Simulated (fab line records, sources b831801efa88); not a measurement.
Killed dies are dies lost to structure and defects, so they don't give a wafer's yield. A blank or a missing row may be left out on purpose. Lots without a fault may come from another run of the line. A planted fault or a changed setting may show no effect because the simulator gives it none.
Problem report in the 8D (eight disciplines) form, filled by code | flow sfq_line | the parts of the form that need people (team, actions taken, sign-off) are left out

1. THE PROBLEM
heater_power_total_W at SFQ_TRILAYER_L0_LITHO_PEB_008 reads a mean of 76.49 W on 6 wafers of 2 lots; wafers without a fault read 79.15 W with a standard deviation of 0.066. That is -40 standard deviations from the usual mean.
The step: peb time 60 s.
First seen on wafer L128.2, day 6 09:38, on litho_track-04. The record holds 42 wafers of 14 lots with a number at this step. Rule for "out", or "out of limits": more than 4 standard deviations from the usual mean. The other wafers with a number count as sound.

2. WHAT IT IS AND WHAT IT IS NOT
question                    | is                                 | is not
which readings at this step | heater_power_total_W, plate_temp_C | -
which lots                  | L128, L129                         | L119, L120, L121, L123, L126, L127, L131, L138, L139, L140, L141, L142
which wafers of those lots  | all that have a number             | -
read on which tools         | litho_track-04                     | litho_track-01, litho_track-03
when                        | from day 6 09:38                   | up to then (18 sound wafers); but 18 sound wafers of L131, L138, L139, L140, L141, L142 came after

3. SUSPECTS, AND WHAT RULES EACH OUT
Counting: a tool at a process step up to the reading stays a suspect if it ran every lot that is out and no sound lot after the first of them.
- litho_track-04 at SFQ_TRILAYER_L0_LITHO_PEB_008 (peb time 60 s): ruled out as a lasting fault. Sound lots L142 ran on it after its first lot that is out, L128 (day 6 09:38).
Left after counting: nothing in the record.

4. THE CAUSE (what the simulator had put in)
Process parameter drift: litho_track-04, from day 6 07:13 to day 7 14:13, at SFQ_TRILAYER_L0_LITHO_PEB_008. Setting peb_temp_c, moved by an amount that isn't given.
Counting ruled it out, wrongly.

5. THE CHAIN OF EFFECTS, in route order
Each row: a reading whose mean over the struck wafers that have a number lies more than 3 standard deviations from the usual. Only readings for which the record gives a usual standard deviation are gone through. hours: the time from each lot's start at the first step in this table that gives one to its start at this step, as a median over the lots. sigmas: the change in usual standard deviations.
hours | step                          | reading              | usual    | on struck wafers | change | sigmas
0     | SFQ_TRILAYER_L0_LITHO_PEB_008 | heater_power_total_W | 79.15 W  | 76.49            | -2.66  | -40
0     | SFQ_TRILAYER_L0_LITHO_PEB_008 | plate_temp_C         | 115.02 C | 112.17           | -2.85  | -22
The process steps in it:
- SFQ_TRILAYER_L0_LITHO_PEB_008: peb time 60 s.

6. WHAT WOULD HAVE CAUGHT IT SOONER
In this record the first reading out of limits was taken at day 6 09:38, 2 hours after the fault began at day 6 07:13.
